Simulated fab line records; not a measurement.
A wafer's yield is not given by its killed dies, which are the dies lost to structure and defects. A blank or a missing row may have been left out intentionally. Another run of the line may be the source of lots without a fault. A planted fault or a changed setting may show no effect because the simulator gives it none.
One fault seen from 2 desks	flow sky130	every desk sees just its own numbers, and what lay behind them comes last

TOOL OWNER'S DESK, cvd-w-02
The tool's own readings at SKY_VIA4_CVD_18 (deposits W, target thk 505 nm, time 152.14 s): means of the sampled wafers that have a number, for each lot that ran on this tool. Marked OUT: a lot whose mean sits more than 4 standard deviations from the usual mean, which makes it out of limits; the brackets give that distance.
Columns: A = heater-power-w at SKY_VIA4_CVD_18, usual 820 W
lot	first seen here	A
L976	day 45 18:22	765
L978	day 46 11:53	763
This desk's finding: nothing out of limits on any of the 2 lots.

FROM THE METROLOGY DESK
Lot by lot, what the gauges showed, no matter which tool ran the lot: averages of those sampled wafers that carry a number. Marked OUT: a lot whose mean sits more than 4 standard deviations from the usual mean, which makes it out of limits; the brackets give that distance.
Columns: A = cd-nm at SKY_METAL4_CD_MEAS_13, usual 299.8 nm; B = VIA4_OVL at SKY_VIA4_OVL_MEAS_11, usual 0.4 nm; C = VIA4_W_RS at SKY_VIA4_RS_MEAS_19, usual 0.2143 ohm/sq; D = VIA4_W_THK at SKY_VIA4_THK_MEAS_20, usual 521 nm
lot	first seen here	A	B	C	D
L965	day 41 22:45	297.6	-0.3	0.2120	530
L966	day 42 06:32	299.4	0.1	0.2133	527
L976	day 44 18:29	299.8	1.4	0.2856 (+25) OUT	427 (-12) OUT
L978	day 45 12:50	299.7	3.7	0.3604 (+50) OUT	347 (-22) OUT
L982	day 46 05:08	298.5	-2.1	0.2127	522
L981	day 46 07:40	298.4	1.3	0.2126	526
L983	day 47 04:29	299.6	2.1	0.2170	518
L984	day 47 07:26	301.0	1.0	0.2130	517
L985	day 47 08:25	298.6	-0.6	0.2165	520
L986	day 47 09:23	299.8	0.1	0.2143	521
Finding of this desk: L976, L978 out of limits, first seen on L976 at day 45 18:32 (VIA4_W_RS at SKY_VIA4_RS_MEAS_19). L965, L966, L982, L981, L983, L984, L985, L986: within limits.

TAKEN TOGETHER
Metrology desk: alarm possible at day 45 18:32 on L976, L978.
The desk of the tool owner found nothing out of limits.
On record at the tool owner's desk: L976, L978, within its limits.
Every lot named ran SKY_VIA4_CVD_18 on cvd-w-02.

WHAT WAS PUT IN BY THE SIMULATOR
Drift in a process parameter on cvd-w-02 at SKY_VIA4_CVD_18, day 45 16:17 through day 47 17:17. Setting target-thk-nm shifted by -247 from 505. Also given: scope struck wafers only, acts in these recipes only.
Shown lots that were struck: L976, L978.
Per desk, hours elapsed from the start of the fault to the first reading out of limits: for the metrology desk, 2.
